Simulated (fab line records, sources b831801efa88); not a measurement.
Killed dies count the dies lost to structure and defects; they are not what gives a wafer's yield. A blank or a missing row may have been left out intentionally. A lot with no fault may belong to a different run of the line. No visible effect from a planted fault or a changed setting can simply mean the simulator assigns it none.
The same fault as seen by 2 desks -- flow sky130 -- what lay behind the numbers comes last; until then each desk has only its own

== AT THE METROLOGY DESK ==
What the gauges read for every lot (on any tool): the sampled wafers with a number, averaged. A lot is out of limits, marked OUT, if its mean lies more than 4 standard deviations from the usual mean; the brackets give that distance.
Columns: A = PASSIVATION_CVD_00_THK at SKY_PASSIVATION_THK_MEAS_01, usual 90.1 nm; B = PASSIVATION_CVD_02_THK at SKY_PASSIVATION_THK_MEAS_03, usual 541 nm
lot,first seen here,A,B
L717,day 43 19:00,88.9,542
L719,day 44 10:40,90.2,548
L720,day 44 16:04,90.3,547
L724,day 46 04:07,88.8,533
L723,day 46 06:11,90.1,550
L725,day 46 09:04,91.2,543
L726,day 46 15:51,89.7,535
L727,day 46 21:23,90.5,537
L732,day 47 22:13,90.4,540
L734,day 48 13:02,89.1,543
L735,day 48 18:19,89.9,548
L737,day 49 05:41,89.9,538
Finding of this desk: none of the 12 lots has anything out of limits.

== THE TOOL OWNER'S DESK: plasmaAsher-01 ==
The tool's own readings at SKY_METAL2_STRIP_20 (strips in O2/N2): means of the sampled wafers that have a number, for each lot that ran on this tool. A lot is out of limits, marked OUT, if its mean lies more than 4 standard deviations from the usual mean; the brackets give that distance.
Columns: A = drypumpMotorCurrentA at SKY_METAL2_STRIP_20, usual 5.7 A; B = o2FlowSccm at SKY_METAL2_STRIP_20, usual 2999 sccm; C = oesProductAu at SKY_METAL2_STRIP_20, usual 0.343 a.u.; D = stripTimeToEndpointS at SKY_METAL2_STRIP_20, usual 2.70 s
lot,first seen here,A,B,C,D
L726,day 38 10:32,5.4,3000,0.350,2.74
L727,day 38 19:21,5.4,3000,0.344,2.67
L732,day 40 03:20,5.4,3002,0.342,2.68
L734,day 40 21:51,5.5,3001,0.338,2.69
L735,day 41 04:25,5.6,2992,0.338,2.67
Finding of this desk: none of the 5 lots has anything out of limits.

== BROUGHT TOGETHER ==
From the metrology desk's view, nothing was out of limits.
The desk of the tool owner found nothing out of limits.

== WHAT THE SIMULATOR HAD INSERTED ==
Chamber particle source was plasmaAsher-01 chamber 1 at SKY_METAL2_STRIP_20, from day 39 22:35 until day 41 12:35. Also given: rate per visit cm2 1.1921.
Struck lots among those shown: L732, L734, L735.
